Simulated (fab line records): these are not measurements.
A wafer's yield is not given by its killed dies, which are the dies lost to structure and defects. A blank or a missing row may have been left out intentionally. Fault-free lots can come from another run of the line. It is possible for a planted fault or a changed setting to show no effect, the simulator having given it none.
Shared-tool check | flow gf180mcu | 36 wafers sampled across 12 lots

== REASON FOR OPENING ==
3 of 12 lots carry a flag on the reading MVPSD_TW at GF_MVPSD_TW_MEAS_11. No-fault wafers: 556.7, standard deviation 2.8.
Rule: a lot is flagged when every wafer of it that has a number lies more than 4 standard deviations from that mean, or none has a number. As for the other lots, they are considered sound.

lot  | measured     | on            | MVPSD_TW, wafer by wafer | flag
L210 | day 4 23:10  | film_metro-02 | 550.2 549.4 549.0        |
L214 | day 6 02:33  | film_metro-03 | 557.5 557.9 554.4        |
L216 | day 6 11:18  | film_metro-03 | 561.4 556.8 556.4        |
L217 | day 6 21:39  | film_metro-02 | 553.4 552.6 552.2        |
L218 | day 6 23:33  | film_metro-03 | 559.0 556.4 556.6        |
L220 | day 7 16:08  | film_metro-01 | 676.8 671.4 673.3        | FLAGGED
L223 | day 8 07:19  | film_metro-02 | 550.9 552.5 554.3        |
L226 | day 9 00:32  | film_metro-03 | 676.1 678.7 679.3        | FLAGGED
L229 | day 9 20:39  | film_metro-03 | 673.7 672.8 674.8        | FLAGGED
L231 | day 10 06:09 | film_metro-03 | 556.9 556.0 555.5        |
L232 | day 10 12:43 | film_metro-03 | 556.1 556.8 556.6        |
L233 | day 10 19:54 | film_metro-03 | 557.3 557.1 556.9        |
On average the flagged lots' numbers are 675.2, which is +118.5 against the usual, or +42 standard deviations.

== LOT BY LOT: THE TOOL USED ==
Before the reading, the record contains 2 process steps out of a 602-step route. Each cell gives the tool, then ch followed by the chambers the sampled wafers passed through, then the start.
lot  | flag    | GF_MVSD_STRIP_10                     | GF_MVPSD_IMPLANT_08
L210 |         | plasma_asher-03 ch 0,1, day 4 09:04  | implanter-03 ch 0, day 4 22:47
L214 |         | plasma_asher-01 ch 0,1, day 5 11:09  | implanter-02 ch 0, day 6 02:09
L216 |         | plasma_asher-04 ch 0,1, day 5 20:03  | implanter-02 ch 0, day 6 10:54
L217 |         | plasma_asher-03 ch 0,1, day 6 05:58  | implanter-04 ch 0, day 6 21:15
L218 |         | plasma_asher-01 ch 0,1, day 6 07:34  | implanter-02 ch 0, day 6 23:09
L220 | FLAGGED | plasma_asher-04 ch 1, day 6 23:16    | implanter-03 ch 0, day 7 15:16
L223 |         | plasma_asher-03 ch 0,1, day 7 15:14  | implanter-04 ch 0, day 8 06:57
L226 | FLAGGED | plasma_asher-01 ch 0,1, day 8 07:06  | implanter-03 ch 0, day 8 23:48
L229 | FLAGGED | plasma_asher-03 ch 0,1, day 9 01:29  | implanter-04 ch 0, day 9 19:17
L231 |         | plasma_asher-04 ch 0,1, day 9 12:42  | implanter-02 ch 0, day 10 05:45
L232 |         | plasma_asher-03 ch 0,1, day 9 18:45  | implanter-03 ch 0, day 10 12:20
L233 |         | plasma_asher-01 ch 0,1, day 10 01:24 | implanter-03 ch 0, day 10 19:30
These steps, and what they do:
- GF_MVSD_STRIP_10: strips in O2/N2.
- GF_MVPSD_IMPLANT_08
- GF_MVPSD_TW_MEAS_11

== FLAGGED AGAINST TOTAL, ONE TOOL AT A TIME (gauges that did the reading follow at the end) ==
step                | tool            | lots run | flagged | share of the flagged lots | sound lots run after its first flagged lot
GF_MVSD_STRIP_10    | plasma_asher-01 | 4        | 1       | some                      | 1 (L233)
GF_MVSD_STRIP_10    | plasma_asher-03 | 5        | 1       | some                      | 1 (L232)
GF_MVSD_STRIP_10    | plasma_asher-04 | 3        | 1       | some                      | 1 (L231)
GF_MVPSD_IMPLANT_08 | implanter-02    | 4        | 0       | none                      | -
GF_MVPSD_IMPLANT_08 | implanter-03    | 5        | 2       | some                      | 2 (L232,L233)
GF_MVPSD_IMPLANT_08 | implanter-04    | 3        | 1       | some                      | 0
GF_MVPSD_TW_MEAS_11 | film_metro-01   | 1        | 1       | some                      | 0
GF_MVPSD_TW_MEAS_11 | film_metro-02   | 3        | 0       | none                      | -
GF_MVPSD_TW_MEAS_11 | film_metro-03   | 8        | 2       | some                      | 3 (L231,L232,L233)

== WHAT THE TABLE PERMITS ==
No row of the table ran every flagged lot.

== WHAT HAD BEEN PUT IN BY THE SIMULATOR ==
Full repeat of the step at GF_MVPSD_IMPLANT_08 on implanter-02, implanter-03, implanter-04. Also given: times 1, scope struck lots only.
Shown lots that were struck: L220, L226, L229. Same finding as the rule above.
